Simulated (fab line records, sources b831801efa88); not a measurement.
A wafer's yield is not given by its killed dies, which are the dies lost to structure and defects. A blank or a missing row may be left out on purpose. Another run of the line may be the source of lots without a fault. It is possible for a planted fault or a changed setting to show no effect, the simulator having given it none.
Comparing a struck lot with a sound one / flow sky130 / 17 out of 708 route steps
Sound: wafers L601.1, L601.2, L601.3. The struck wafers were L603.1, L603.2, L603.4. The cause is named last.
Per side, at each step with rows, come the tool, then ch with its chambers, and then its first start. Under that, the readings that differ: sound wafers / struck wafers / difference of the means / sigmas: that difference in standard deviations of wafers without a fault.
alike: words and numbers the same on both sides, and readings whose means are apart by under 2 such deviations; not compared: readings that were withheld, readings missing a value for some wafer, numbers with overlapping values and no deviation given by the record, and bounds like >300 which may hide the same value.
Wherever a step has rows on one side only, a row that says differs or no value, or a row with sigmas, the two part there. When numbers do not overlap yet have no deviation, they are printed without sigmas and do not part them. A reading that every wafer of one side lacks parts them only if that side has two wafers or more.

SKY_LI_CONTACT_CMP_02: polishes PSG.
  sound on cmp-01 ch 1,2,3, day 30 20:19; struck on cmp-02 ch 0,2,3, day 31 08:17
  alike: edge zone pressure frac, motor current A, platen rpm, time to endpoint s
SKY_LI_CONTACT_BOW_MEAS_03:
  sound on film metro-04, day 30 20:37; struck on film metro-02, day 31 08:32
  alike: LI_CONTACT_BOW
then, 8 steps without rows for these wafers: SKY_LI_CONTACT_DEHYDRATE_04 (time 60 s); SKY_LI_CONTACT_HMDS_05 (prime time 60 s); SKY_LI_CONTACT_COAT_06 (resist thk 60 nm); SKY_LI_CONTACT_COAT_07 (resist thk 450 nm); SKY_LI_CONTACT_SOFTBAKE_08 (time 90 s); SKY_LI_CONTACT_EXPOSE_09 (exposes mask LICM1, target cd 170 nm); SKY_LI_CONTACT_PEB_10; SKY_LI_CONTACT_DEVELOP_11 (develop time 60 s).
SKY_LI_CONTACT_CD_MEAS_12 targets a cd of 170 nm.
  sound on cd sem-01, day 32 00:14; struck on cd sem-02, day 32 11:59
  alike: cd nm
SKY_LI_CONTACT_OVL_MEAS_13:
  sound on overlay-02, day 32 00:22; struck on overlay-01, day 32 12:06
  alike: LI_CONTACT_OVL
SKY_LI_CONTACT_ETCH_14: etches BARC in N2/H2, stops on SiO2, time 45.9 s, target depth 60 nm.
  sound on rie diel-01 ch 0,2,3, day 32 00:24; struck on rie diel-01 ch 0,1,2, day 32 12:08
  no value came back on the struck wafers for any of 7 readings (bias w (W), chamber pressure mTorr (mTorr) and others); on the sound wafers bias w (W) reads 99.97 100.16 99.83
reading=model.KrF-thick_of_LI_CONTACT_COAT_07.thk nm (nm); sound=393.3 392.5 393.8; struck=437.8 437.4 437.1; difference=+44.2; sigmas=
SKY_LI_CONTACT_ETCH_15: etches PSG in C4F8/O2/Ar, stops on Si, target depth 600 nm.
  sound on rie diel-01 ch 0,2,3, day 32 00:26; struck on rie diel-01 ch 0,1,2, day 32 12:11
reading=oes product au (a.u.); sound=0.835 0.835 0.837; struck=0.372 0.373 0.376; difference=-0.462; sigmas=-98
reading=model.KrF-thick_of_LI_CONTACT_COAT_07.thk nm (nm); sound=232.2 227.6 233.5; struck=275.6 271.3 280.9; difference=+44.8; sigmas=
  alike: bias w, chamber pressure mTorr
SKY_LI_CONTACT_STRIP_16: strips in O2/N2.
  sound on plasma asher-04 ch 0,1, day 32 00:32; struck on plasma asher-04 ch 0,1, day 32 12:16
reading=o2 flow sccm (sccm); sound=3000 2989 2994; struck=3015 3009 3010; difference=+17; sigmas=+2
reading=oes product au (a.u.); sound=0.381 0.372 0.386; struck=0.383 0.394 0.403; difference=+0.014; sigmas=+3
reading=strip time to endpoint s (s); sound=3.49 3.45 3.52; struck=3.97 3.93 4.03; difference=+0.49; sigmas=+12
  alike: drypump motor current A, n2 flow sccm
  not compared: rf hours counter h
then, 1 step without rows for these wafers: SKY_LI_CONTACT_CLEAN_17 (cleans in NMP, time 600 s).
-- the record jumps here: 16 days lie between the struck wafers' starts before and after (it left off in module LI_CONTACT and takes up again in module PAD_OPEN, whose first step shown is number 708 of the route) --
SKY_PAD_OPEN_PROBE_99:
  sound on prober-02, day 47 22:24; struck on prober-02, day 48 05:16
reading=killed_at_M0_to_M3; sound=39 58 39; struck=224 204 205; difference=+166; sigmas=+24
reading=killed_at_M4_up; sound=4 0 2; struck=53 53 46; difference=+49; sigmas=+29
reading=killed at contacts; sound=23 19 23; struck=153 172 178; difference=+146; sigmas=+26
reading=killed at other; sound=1 0 0; struck=50 51 48; difference=+49; sigmas=+75
reading=killed dies; sound=85 92 86; struck=492 492 492; difference=+404; sigmas=+43
reading=killed on rim; sound=15 18 16; struck=96 96 96; difference=+80; sigmas=+22
  alike: killed at front end, killed open, killed short

## WHERE THEY PART
First at SKY_LI_CONTACT_ETCH_14; last, within this record, at SKY_PAD_OPEN_PROBE_99.

WHY: what the simulator had put in
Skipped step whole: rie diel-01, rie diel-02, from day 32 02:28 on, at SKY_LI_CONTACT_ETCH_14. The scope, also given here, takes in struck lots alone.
